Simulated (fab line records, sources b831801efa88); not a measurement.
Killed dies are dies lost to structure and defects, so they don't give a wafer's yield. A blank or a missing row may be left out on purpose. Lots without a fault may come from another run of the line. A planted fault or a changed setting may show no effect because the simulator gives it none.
fab line records | flow sky130
record lots=7 wafers=18 last_day=50
route steps=708 shown VT_ADJUST_LVTN@110 VT_ADJUST_NCORE@119 PAD_OPEN@708
lots that met no fault: from a run of the same line without faults
start_h: hours from the record's first day to the start of the lot's first wafer shown | wait_h: hours since the lot's step before | " the same as in the row above | L1.1+2: a row that stands for several wafers | - no value, or no start given | * or withheld: withheld | < > ~ a bound
route shown NAME@n: a module of which the file shows steps, and the number in the route of the first | usual: mean/standard deviation of fault-free wafers | same: alike in all rows | chamber/n: place in a boat | sites: the reading at each site | _std_site: their standard deviation | _edge_site: outer sites' mean less inner sites' | radius_mm: how far each site lies from the wafer's centre | mask NAME#n: copy n | behind: the tool/chamber that last shaped the wafer | hold: why the lot was held/for how many hours/how that ended | device: the transistor (n, p or np) that didn't switch | end of line: the same wafers' tests at the end of the route | a step without rows: its recipe alone | killed: dies lost to structure and defects at the first sort, not the wafer's yield | map: a wafer's dies, x killed, . not, _ none there
set.NAME: the setting as run; set.NAME@STEP: as run at that earlier step | model.NAME: the simulator's own value behind a step, which no gauge read
lots at some steps of the route; a table a step, a row a wafer
services: from which hour (start_h, from the record's first day; less than 0 if before it) a tool's chamber was out of use, for how many hours, and why
## steps
# step SKY_VT_ADJUST_LVTN_COAT_13
# recipe resist=NOVOLAK spin_rpm=3000 resist_thk_nm=1140
# step SKY_VT_ADJUST_LVTN_SOFTBAKE_14
# recipe temp_c=90 time_s=60 resist=NOVOLAK
# step SKY_VT_ADJUST_LVTN_EXPOSE_15
# recipe mask_id=HVN_STD_DERIVED na=0.6 source_shape=conventional sigma_outer=0.6 polarization=unpolarized target_cd_nm=600 dose_mj=163
# step SKY_VT_ADJUST_LVTN_PEB_16
# recipe temp_c=withheld time_s=* resist=NOVOLAK
# step SKY_VT_ADJUST_LVTN_DEVELOP_17
# recipe resist=NOVOLAK developer=TMAH develop_time_s=60 dev_temp_c=23
# step SKY_VT_ADJUST_LVTN_OVL_MEAS_18
# usual VT_ADJUST_LVTN_01_OVL=1.3/1.2
# columns lot.wafer tool chamber start_h wait_h VT_ADJUST_LVTN_01_OVL[nm]
L119.1 overlay-01 - 155.92 0.1 1.3
L119.4 " - " " 1.0
L119.5 " - " " 0.4
L124.4 overlay-02 - 189.51 0.1 0.9
L124.5 " - " " 1.5
L124.6 " - " " 1.4
L125.2 overlay-02 - 208.98 0.1 2.1
L125.4 " - " " 1.6
L125.5 " - " " 1.4
L130.2 overlay-02 - 243.03 0.1 0.7
L130.4 " - " " 2.1
L130.6 " - " " 2.1
L136.3 overlay-01 - 276.92 0.1 4.1
L136.5 " - " " 3.1
L137.1 overlay-02 - 287.23 0.1 2.4
L137.2 " - " " 2.3
L139.2 overlay-02 - 316.58 19.2 0.6
L139.3 " - " " 0.3
# step SKY_VT_ADJUST_LVTN_IMPLANT_19
# recipe species=B energy_kev=30 dose_cm2=6.5e+11 tilt_deg=withheld
# step SKY_VT_ADJUST_LVTN_STRIP_20
# recipe chemistry=O2/N2 power_w=1400 pressure_mtorr=1500 platen_temp_c=withheld o2_flow_sccm=3000 n2_flow_sccm=300 overash_fraction=0.5
# usual chamber_pressure_mTorr=1499.8/1.4 drypump_motor_current_A=5.9/0.42 oes_product_au=0.716/0.0049 strip_time_to_endpoint_s=14.16/0.031
# columns lot.wafer tool chamber start_h wait_h chamber_pressure_mTorr drypump_motor_current_A oes_product_au rf_hours_counter_h strip_time_to_endpoint_s
L119.1 plasma_asher-03 0 156.11 0.1 1499.5 6.0 0.710 46 14.15
L119.4 " 0 " " 1500.5 6.0 0.721 - 14.20
L119.5 " 0 " " 1500.5 6.0 0.718 - 14.16
L124.4 plasma_asher-04 0 189.71 0.1 1498.9 6.6 0.715 - 14.20
L124.5 " 1 " " 1502.0 5.4 0.715 - 14.20
L124.6 " 0 " " 1502.1 6.6 0.722 - 14.20
L125.2 plasma_asher-04 1 209.16 0.1 1500.7 5.4 0.714 9 14.14
L125.4 " 1 " " 1499.4 5.5 0.716 - 14.16
L125.5 " 0 " " 1498.6 6.6 0.703 - 14.13
L130.2 plasma_asher-03 1 243.21 0.1 1497.8 5.6 0.723 55 14.12
L130.4 " 1 " " 1500.1 5.7 0.719 - 14.17
L130.6 " 0 " " 1500.2 6.0 0.710 - 14.16
L136.3 plasma_asher-04 1 277.13 0.1 1499.3 5.3 0.719 - 14.17
L136.5 " 1 " " 1501.2 5.4 0.722 - 14.12
L137.1 plasma_asher-03 1 287.42 0.1 1496.5 5.6 0.710 59 14.10
L137.2 " 0 " " 1500.3 6.0 0.721 59 14.16
L139.2 plasma_asher-03 1 316.84 0.1 1499.8 5.6 0.707 61 14.15
L139.3 " 1 " " 1500.3 5.6 0.718 - 14.16
# step SKY_VT_ADJUST_LVTN_TW_MEAS_21
# usual VT_ADJUST_LVTN_2_TW=187.3/2.4
# columns lot.wafer tool chamber start_h wait_h VT_ADJUST_LVTN_2_TW
L119.1 film_metro-02 - 156.21 0.1 187.3
L119.4 " - " " 188.3
L119.5 " - " " 187.2
L124.4 film_metro-03 - 189.81 0.1 190.2
L124.5 " - " " 189.7
L124.6 " - " " 189.0
L125.2 film_metro-03 - 209.27 0.1 189.3
L125.4 " - " " 189.0
L125.5 " - " " 190.2
L130.2 film_metro-01 - 243.32 0.1 183.3
L130.4 " - " " 183.0
L130.6 " - " " 183.7
L136.3 film_metro-01 - 277.21 0.1 185.2
L136.5 " - " " 185.7
L137.1 film_metro-03 - 287.52 0.1 189.9
L137.2 " - " " 190.5
L139.2 film_metro-02 - 316.95 0.1 187.9
L139.3 " - " " 187.9
# step SKY_VT_ADJUST_NCORE_DEHYDRATE_00
# recipe temp_c=200 time_s=60
# step SKY_VT_ADJUST_NCORE_HMDS_01
# recipe prime_time_s=60 prime_temp_c=120
# step SKY_VT_ADJUST_NCORE_COAT_02
# recipe resist=NOVOLAK spin_rpm=3000 resist_thk_nm=1140
# step SKY_VT_ADJUST_NCORE_SOFTBAKE_03
# recipe temp_c=90 time_s=60 resist=NOVOLAK
# usual heater_power_total_W=56.60/0.049 run_length_s=88.93/0.23
# columns lot.wafer tool chamber start_h wait_h heater_power_total_W run_length_s
L119.1 litho_track-04 0 165.41 0.1 56.59 88.96
L119.4 " 0 " " 56.61 88.95
L119.5 " 0 " " 56.55 88.80
L124.4 litho_track-03 0 199.40 0.1 56.58 88.77
L124.5 " 0 " " 56.67 88.72
L124.6 " 0 " " 56.55 88.95
L125.2 litho_track-03 0 219.40 0.1 56.61 88.92
L125.4 " 0 " " 56.66 88.75
L125.5 " 0 " " 56.62 88.81
L130.2 litho_track-04 0 254.63 0.1 56.64 88.78
L130.4 " 0 " " 56.63 88.95
L130.6 " 0 " " 56.65 88.83
L136.3 litho_track-03 0 289.18 0.1 58.85 81.66
L136.5 " 0 " " 56.63 89.07
L137.1 litho_track-03 0 299.53 0.1 56.63 89.02
L137.2 " 0 " " 58.87 81.71
L139.2 litho_track-03 0 319.25 0.1 58.92 81.96
L139.3 " 0 " " 58.85 81.71
# step SKY_VT_ADJUST_NCORE_EXPOSE_04
# recipe mask_id=LVTN_COMPLEMENT_THIN na=0.6 source_shape=conventional sigma_outer=0.6 polarization=unpolarized target_cd_nm=380 dose_mj=139
# step SKY_PAD_OPEN_PROBE_99
# usual killed_at_M0_to_M3=44/7.7 killed_at_M4_up=3.0/1.9 killed_at_contacts=25/5.6 killed_at_front_end=15/4.6 killed_at_other=0.3/0.47 killed_dies=86/9.9 killed_on_rim=17/3.6 killed_open=47/7.4 killed_short=39/5.9
# same gross_dies=492 killed_at_back_side=0
# columns lot.wafer tool chamber start_h wait_h killed_at_M0_to_M3 killed_at_M4_up killed_at_contacts killed_at_front_end killed_at_other killed_dies killed_on_rim killed_open killed_short
L119.1 prober-02 - 1091.85 0.1 42 2 27 14 0 85 17 53 32
L119.4 prober-02 - 1092.00 0.2 40 2 26 14 0 82 23 46 36
L119.5 prober-02 - 1092.05 0.2 48 2 30 21 0 101 19 47 54
L124.4 prober-01 - 1107.76 0.2 37 5 31 10 1 84 16 37 47
L124.5 prober-01 - 1107.81 0.2 50 4 41 14 0 109 17 63 46
L124.6 prober-01 - 1107.86 0.2 49 2 24 24 0 99 17 53 46
L125.2 prober-01 - 1135.31 0.1 38 5 24 10 0 77 7 42 35
L125.4 prober-01 - 1135.41 0.2 42 1 39 4 0 86 19 52 34
L125.5 prober-01 - 1135.46 0.2 50 1 27 9 0 87 15 54 33
L130.2 prober-02 - 1146.61 0.1 40 4 30 17 0 91 17 47 44
L130.4 prober-02 - 1146.71 0.2 45 1 21 24 2 93 22 46 47
L130.6 prober-02 - 1146.81 0.2 31 5 35 17 0 88 20 57 31
L137.1 prober-02 - 1179.72 0.1 37 2 31 20 0 90 21 51 39
L137.2 prober-02 - 1179.77 0.1 45 2 19 8 0 74 15 36 38
L139.2 prober-02 - 1189.96 0.1 39 2 36 13 0 90 24 43 47
L139.3 prober-02 - 1190.01 0.2 43 4 22 22 0 91 16 51 40
# killed by level:class
L119.1 VIA1:geometric_particle:open=18 LI_CONTACT:geometric_particle:open=12 CONTACT:geometric_particle:open=6 FIELD_ISO:geometric_particle:open=5 CONTACT:geometric_particle:short=5 VIA1:geometric_particle:short=5 METAL3:geometric_particle:short=5 METAL2:geometric_particle:short=4
L119.4 VIA1:geometric_particle:open=12 VIA1:geometric_particle:short=9 LI_CONTACT:geometric_particle:open=8 CONTACT:geometric_particle:open=8 VIA3:geometric_particle:open=6 FIELD_ISO:geometric_particle:short=5 FIELD_ISO:geometric_particle:open=4 CONTACT:geometric_particle:short=4
L119.5 VIA1:geometric_particle:open=12 VIA1:geometric_particle:short=11 LI_CONTACT:geometric_particle:open=8 CONTACT:geometric_particle:open=8 VIA3:geometric_particle:open=7 METAL2:geometric_particle:short=7 FIELD_ISO:geometric_particle:open=6 FIELD_ISO:geometric_particle:short=6
L124.4 LI_CONTACT:geometric_particle:open=10 CONTACT:geometric_particle:open=8 VIA1:geometric_particle:open=6 VIA3:geometric_particle:open=6 LOCAL_INTERCONNECT:geometric_particle:short=5 CONTACT:geometric_particle:short=5 METAL2:geometric_particle:short=5 METAL4:geometric_particle:short=4
L124.5 LI_CONTACT:geometric_particle:open=15 VIA1:geometric_particle:open=13 VIA3:geometric_particle:open=9 CONTACT:geometric_particle:open=7 LI_CONTACT:geometric_particle:short=6 CONTACT:geometric_particle:short=6 METAL2:geometric_particle:short=6 VIA2:geometric_particle:open=6
L124.6 VIA1:geometric_particle:open=10 CONTACT:geometric_particle:open=9 POLY_GATE:geometric_particle:open=8 VIA3:geometric_particle:open=8 LOCAL_INTERCONNECT:geometric_particle:short=7 METAL1:geometric_particle:short=6 VIA1:geometric_particle:short=6 VIA2:geometric_particle:open=6
L125.2 LI_CONTACT:geometric_particle:open=8 CONTACT:geometric_particle:open=6 VIA1:geometric_particle:open=6 VIA2:geometric_particle:open=6 METAL1:geometric_particle:short=5 VIA3:geometric_particle:open=5 FIELD_ISO:geometric_particle:short=4 POLY_GATE:geometric_particle:open=4
L125.4 CONTACT:geometric_particle:open=18 LI_CONTACT:geometric_particle:open=9 VIA2:geometric_particle:open=7 METAL2:geometric_particle:short=6 CONTACT:geometric_particle:short=5 METAL1:geometric_particle:open=5 VIA3:geometric_particle:open=5 METAL1:geometric_particle:short=4
L125.5 CONTACT:geometric_particle:open=13 VIA3:geometric_particle:open=12 VIA1:geometric_particle:open=8 VIA2:geometric_particle:open=8 LI_CONTACT:geometric_particle:open=5 CONTACT:geometric_particle:short=5 VIA1:geometric_particle:short=5 METAL2:geometric_particle:short=4
L130.2 CONTACT:geometric_particle:open=15 CONTACT:geometric_particle:short=10 VIA1:geometric_particle:open=9 VIA3:geometric_particle:open=6 POLY_GATE:geometric_particle:short=5 VIA1:geometric_particle:short=5 METAL2:geometric_particle:short=5 FIELD_ISO:geometric_particle:open=4
L130.4 VIA1:geometric_particle:open=12 POLY_GATE:geometric_particle:open=9 POLY_GATE:geometric_particle:short=7 VIA1:geometric_particle:short=6 CONTACT:geometric_particle:short=5 METAL3:geometric_particle:short=5 LOCAL_INTERCONNECT:geometric_particle:short=5 VIA3:geometric_particle:open=5
L130.6 VIA1:geometric_particle:open=11 LI_CONTACT:geometric_particle:open=10 CONTACT:geometric_particle:open=10 CONTACT:geometric_particle:short=9 VIA2:geometric_particle:open=7 POLY_GATE:geometric_particle:open=5 POLY_GATE:geometric_particle:short=4 SPACER:geometric_particle:open=3
L137.1 CONTACT:geometric_particle:open=12 VIA2:geometric_particle:open=9 LI_CONTACT:geometric_particle:open=8 POLY_GATE:geometric_particle:short=7 METAL2:geometric_particle:short=7 VIA3:geometric_particle:open=6 LI_CONTACT:geometric_particle:short=6 FIELD_ISO:geometric_particle:open=5
L137.2 VIA1:geometric_particle:open=16 VIA1:geometric_particle:short=7 CONTACT:geometric_particle:open=6 VIA2:geometric_particle:open=6 CONTACT:geometric_particle:short=5 VIA2:geometric_particle:short=5 METAL3:geometric_particle:short=4 SONOS_ONO:geometric_particle:short=3
L139.2 CONTACT:geometric_particle:open=12 CONTACT:geometric_particle:short=9 VIA2:geometric_particle:open=7 LI_CONTACT:geometric_particle:open=6 VIA3:geometric_particle:open=6 FIELD_ISO:geometric_particle:short=5 LOCAL_INTERCONNECT:geometric_particle:short=5 VIA1:geometric_particle:open=5
L139.3 VIA1:geometric_particle:open=11 FIELD_ISO:geometric_particle:open=7 VIA2:geometric_particle:open=7 CONTACT:geometric_particle:open=6 LI_CONTACT:geometric_particle:open=6 POLY_GATE:geometric_particle:open=5 CONTACT:geometric_particle:short=5 VIA3:geometric_particle:open=5
## services
# columns tool chamber start_h hours kind
plasma_asher-04 - 132.58 1.4 repair
plasma_asher-03 - 166.67 1.1 repair
plasma_asher-03 - 218.71 0.6 repair
plasma_asher-04 - 254.10 2.8 pm
plasma_asher-04 - 262.55 5.7 repair
## key
first_sign step=SKY_VT_ADJUST_NCORE_SOFTBAKE_03 reading=heater_power_total_W direction=up sigmas=47 usual=* struck=*
effect step=SKY_VT_ADJUST_NCORE_SOFTBAKE_03 reading=run_length_s direction=down sigmas=32 usual=* struck=*
met_at SKY_VT_ADJUST_NCORE_SOFTBAKE_03
struck_wafers L136.3,L137.2,L139.2,L139.3
sort_left_out L136.3
tester_left_out L136,L137,L139
onset_between 219.40 289.18
fault kind=process_parameter_drift tool=litho_track-03 chamber=- onset_h=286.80 steps=SKY_VT_ADJUST_NCORE_SOFTBAKE_03 channel=time_s offset=* shape=step end_h=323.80 scope=struck_wafers_only acts_in=* stated=*
# tester_left_out: of these lots the tester's yield and bins aren't shown, on N5 and GAA mostly nor the transistor test; their killed dies are dies lost to structure and defects alone, not to doping, threshold or leakage, so they don't give the yield
# sort_left_out: the simulated sort isn't trusted on such a fault, so these wafers' sort isn't shown, and their yield isn't known
